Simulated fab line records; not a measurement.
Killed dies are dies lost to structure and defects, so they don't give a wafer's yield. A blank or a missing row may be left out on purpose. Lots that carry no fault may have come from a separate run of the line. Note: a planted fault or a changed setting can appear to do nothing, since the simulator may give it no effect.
A lot that was struck, set against a sound lot    flow sky130    16 steps out of a route of 708
Sound: the wafers L670.2, L670.3, L670.6. Struck: wafer L678.1 (L678.4, L678.6, from the same lot, were not struck and are left out); the cause is given at the end.
Per side, at each step with rows, come the tool, then ch with its chambers, and then its first start. Under that, the readings that differ: sound wafers    struck wafers    difference of the means    sigmas: that difference in standard deviations of wafers without a fault.
alike: readings whose means differ by less than 2 such deviations, and words and numbers that are the same on both sides. not compared: withheld readings, readings that some wafer has no value for, bounds like >300 that may hide the same value, and numbers for which the record gives no deviation and whose values overlap.
The two part at a step that has a row with sigmas, a row that says differs or no value, or rows on one side only. Non-overlapping numbers with no deviation appear without sigmas and do not part them. Lack of a reading on every wafer of one side parts them only where that side has two or more wafers.

first, 7 steps without rows for these wafers: SKY_METAL3_HMDS_06 (prime time 60 s); SKY_METAL3_COAT_07 (resist thk 60 nm); SKY_METAL3_COAT_08 (resist thk 1140 nm); SKY_METAL3_SOFTBAKE_09 (time 90 s); SKY_METAL3_EXPOSE_10 (exposes mask MM3, target cd 300 nm); SKY_METAL3_PEB_11; SKY_METAL3_DEVELOP_12 (develop time 60 s).
SKY_METAL3_CD_MEAS_13: target cd 300 nm.
  struck on cdSem-01, day 41 10:29; sound on cdSem-02, day 39 05:12
  alike: cdNm
SKY_METAL3_OVL_MEAS_14:
  struck on overlay-02, day 41 10:37; sound on overlay-01, day 39 05:18
reading          sound       struck  difference  sigmas
METAL3_OVL (nm)  -10 -7 -13  2       +12         +2
SKY_METAL3_DESCUM_15: chemistry O2, time 8 s.
  sound on rieMetal-01 ch 1, day 39 05:20; struck on rieMetal-01 ch 1, day 41 10:38
  alike: drypumpMotorCurrentA, oesProductAu
  not compared: rfHoursCounterH
SKY_METAL3_ETCH_16: etches BARC in N2/H2, stops on SiO2, time 88.2 s, target depth 60 nm.
  sound on rieMetal-01 ch 1, day 39 05:22; struck on rieMetal-01 ch 1, day 41 10:40
  alike: drypumpMotorCurrentA, oesProductAu, throttleValvePct
  not compared: rfHoursCounterH
SKY_METAL3_ETCH_17: etches SiO2 in C4F8/O2/Ar, stops on TiN, time 3.9 s, target depth 15 nm.
  sound on rieDiel-01 ch 0,2, day 39 05:28; struck on rieDiel-02 ch 3, day 41 10:46
  alike: oesProductAu
  not compared: rfHoursCounterH
SKY_METAL3_METAL_ETCH_18: etches the open film in Cl2/BCl3, stops on SiO2, target depth 845 nm, time 183.1 s.
  sound on rieMetal-04 ch 0,1, day 39 05:29; struck on rieMetal-03 ch 1, day 41 10:47
reading                                       sound              struck  difference  sigmas
model.KrF-thick_of_METAL3_COAT_08.thkNm (nm)  539 537.3 530.5    347.6   -188.0      
model.METAL3.cdNm (nm)                        299.2 301.6 290.7  280.4   -16.8       
model.SiO2_of_VIA2_HDPCVD_00.thkNm (nm)       465.1 464.6 463.9  457.2   -7.3        
  alike: drypumpMotorCurrentA, oesProductAu, throttleValvePct
  not compared: rfHoursCounterH
SKY_METAL3_STRIP_19: strips in O2/N2.
  sound on plasmaAsher-03 ch 0,1, day 39 05:40; struck on plasmaAsher-03 ch 1, day 41 10:58
reading                   sound              struck  difference  sigmas
oesProductAu (a.u.)       0.517 0.502 0.502  0.430   -0.077      -15
stripTimeToEndpointS (s)  6.67 6.63 6.58     4.73    -1.90       -32
  alike: drypumpMotorCurrentA
  not compared: rfHoursCounterH
then, 1 step without rows for these wafers: SKY_METAL3_STRIP_20 (strips in post etch residue remover, time 1200 s).
-- the record jumps here: 7 days lie between the struck wafers' starts before and after (it left off in module METAL3 and takes up again in module PAD_OPEN, whose first step shown is number 708 of the route) --
SKY_PAD_OPEN_PROBE_99:
  struck on prober-01, day 48 03:19; sound on prober-01, day 46 07:16
reading                        sound                 struck  difference  sigmas
model.etest.met3.widthNm (nm)  297.9 299.9 289.9     280.4   -15.5       
model.etest.met3.lineOhmUm     0.1426 0.1426 0.1451  0.1542  +0.0108     
  alike: defectLimitedYield, killed_at_M0_to_M3, killed_at_M4_up, killedAtContacts, killedAtFrontEnd, killedAtOther, killedDies, killedOpen, killedShort, sort_bin_3_pad_short, sort_bin_5_function, sort_bin_6_memory, sortNPass, sortYieldPct

WHERE THEY PART
Last at SKY_METAL3_STRIP_19 as far as this record goes, first at SKY_METAL3_OVL_MEAS_14. Later steps at which nothing parts them and some readings are alike: SKY_PAD_OPEN_PROBE_99.

WHY: what the simulator had put in
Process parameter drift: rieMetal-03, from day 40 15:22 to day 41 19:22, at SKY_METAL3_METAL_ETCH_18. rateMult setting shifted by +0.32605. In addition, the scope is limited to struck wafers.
